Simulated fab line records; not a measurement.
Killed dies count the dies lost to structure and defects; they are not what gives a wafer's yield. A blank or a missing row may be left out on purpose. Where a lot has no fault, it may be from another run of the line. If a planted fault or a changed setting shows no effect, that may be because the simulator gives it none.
One fault through the eyes of 2 desks    flow sky130    numbers are kept per desk, each desk with only its own; the story behind them comes last

AT THE METROLOGY DESK
What the gauges read for every lot (on any tool): the sampled wafers with a number, averaged. The brackets show how far a lot's mean lies from the usual mean; more than 4 standard deviations puts the lot out of limits, marked OUT.
Columns: A = cd-nm at SKY_SD_P_CD_MEAS_07, usual 380.2 nm; B = SD_P_OVL at SKY_SD_P_OVL_MEAS_08, usual 0.4 nm; C = SD_P_TW at SKY_SD_P_TW_MEAS_11, usual 2829
lot   first seen here  A      B     C
L629  day 26 15:37     378.8  -0.3  2807
L633  day 27 17:55     380.6  0.3   2850
L634  day 28 13:28     380.3  0.4   2813
L635  day 28 14:25     379.1  -0.2  2833
L636  day 29 00:13     380.5  -0.9  2837
L642  day 31 02:13     379.6  0.4   2838
This desk found nothing out of limits on any of the 6 lots.

FOR THE TOOL OWNER'S DESK: iline-stepper-01
The tool's own readings at SKY_RES_XHIGH_EXPOSE_04 (exposes mask URPM, target cd 1270 nm): means of the sampled wafers that have a number, for each lot that ran on this tool. The brackets show how far a lot's mean lies from the usual mean; more than 4 standard deviations puts the lot out of limits, marked OUT.
Columns: A = reticle-temp-C at SKY_RES_XHIGH_EXPOSE_04, usual 22.97 C
lot   first seen here  A
L633  day 28 08:58     22.98
L634  day 29 03:29     23.09
L636  day 29 15:27     22.98
This desk found nothing out of limits on any of the 3 lots.

BROUGHT TOGETHER
From the metrology desk's view, nothing was out of limits.
The tool owner's desk saw nothing out of limits.

WHAT WAS PUT IN BY THE SIMULATOR
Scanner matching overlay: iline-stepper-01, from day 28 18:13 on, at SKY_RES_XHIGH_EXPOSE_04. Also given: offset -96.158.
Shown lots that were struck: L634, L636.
